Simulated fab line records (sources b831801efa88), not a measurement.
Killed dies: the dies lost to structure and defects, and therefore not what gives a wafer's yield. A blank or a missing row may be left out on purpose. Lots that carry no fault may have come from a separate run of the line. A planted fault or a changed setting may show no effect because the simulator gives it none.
Problem report, 8D (eight disciplines) form, completed by code ; flow gf180mcu ; the parts of the form that need people (team, actions taken, sign-off) are left out

1. WHAT IS WRONG
Wafers free of any fault read 270 (standard deviation 3.2) for VT_IMPLANT_3_TW at GF_VT_IMPLANT_TW_MEAS_32, against a mean of 143 on 9 wafers of 3 lots. Measured from the usual mean, that is -40 standard deviations.
The first sign was on wafer L802.1 at day 10 03:40, on film-metro-02. Wafers with a number at this step in the record: 39, from 13 lots. Rule for "out" (also "out of limits"): further than 4 standard deviations from the usual mean. Any other wafer with a number is counted as sound.

2. WHAT IT IS, AND WHAT IT ISN'T
question;is;is not
which readings at this step;VT_IMPLANT_3_TW;-
which lots;L802, L805, L806;L793, L794, L795, L796, L799, L801, L804, L809, L810, L812
which wafers of those lots;all that have a number;-
read on which gauges;film-metro-01, film-metro-02;film-metro-03
when;from day 10 03:40;"up to then (18 sound wafers); but 12 sound wafers of L804, L809, L810, L812 came after"

3. THE SUSPECTS, EACH WITH WHAT RULES IT OUT
Counting: a tool at a process step up to the reading stays a suspect if it ran every lot that is out and no sound lot after the first of them.
- the gauge at GF_VT_IMPLANT_TW_MEAS_32 is ruled out. The wafers that are out were read on 2 gauges (film-metro-01, film-metro-02).
- implanter-03 at GF_VT_IMPLANT_IMPLANT_30: kept. It processed each lot that is out, first L802 at day 10 03:25, and no sound lot thereafter; up to then, the last sound lot it processed was L801 at day 10 00:49. Its own readings are out on those wafers: dose-ions-cm2, faraday-current-uA.
The count leaves implanter-03 at GF_VT_IMPLANT_IMPLANT_30.

4. THE CAUSE (what the simulator had put in)
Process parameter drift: implanter-03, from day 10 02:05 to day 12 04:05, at GF_VT_IMPLANT_IMPLANT_30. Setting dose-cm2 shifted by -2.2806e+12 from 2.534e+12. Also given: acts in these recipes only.
Only this tool survived the counting.

5. THE EFFECT CHAIN, in route order
One row per reading whose mean, taken over the struck wafers that have a number, lies over 3 standard deviations from the usual. Readings are gone through only where the record gives a usual standard deviation; hours: the median, over the lots, of the time from a lot's start at the first step in this table giving one to that lot's start at this step; sigmas: the change measured in usual standard deviations.
hours;step;reading;usual;on struck wafers;change;sigmas
0;GF_VT_IMPLANT_IMPLANT_30;dose-ions-cm2;2.5344e+12;2.5351e+11;-2.2809e+12;-99 or more
0;GF_VT_IMPLANT_IMPLANT_30;faraday-current-uA;14.29;1.43;-12.86;-44
0;GF_VT_IMPLANT_TW_MEAS_32;VT_IMPLANT_3_TW;270;143;-127;-40
Here are the process steps it includes:
- GF_VT_IMPLANT_IMPLANT_30
Later measuring or inspecting steps at which every struck wafer that the step has a row for has a number for every such reading, and none has moved that far: GF_CONTACT_THK_MEAS_03.

6. HOW IT WOULD HAVE BEEN CAUGHT EARLIER
The first out-of-limits reading at a measuring or inspecting step in this record came at day 10 03:40, 2 hours after the fault's start at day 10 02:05.
At GF_VT_IMPLANT_IMPLANT_30, the tool's own readings (dose-ions-cm2, faraday-current-uA) were out on each struck wafer the step has a row for, so an alarm limit on them would have fired on the first such wafer.
Lots out: 3; of these, L805, L806 started GF_VT_IMPLANT_IMPLANT_30 on implanter-03 after day 10 03:40. A hold on the tool at that time would have spared those 2.
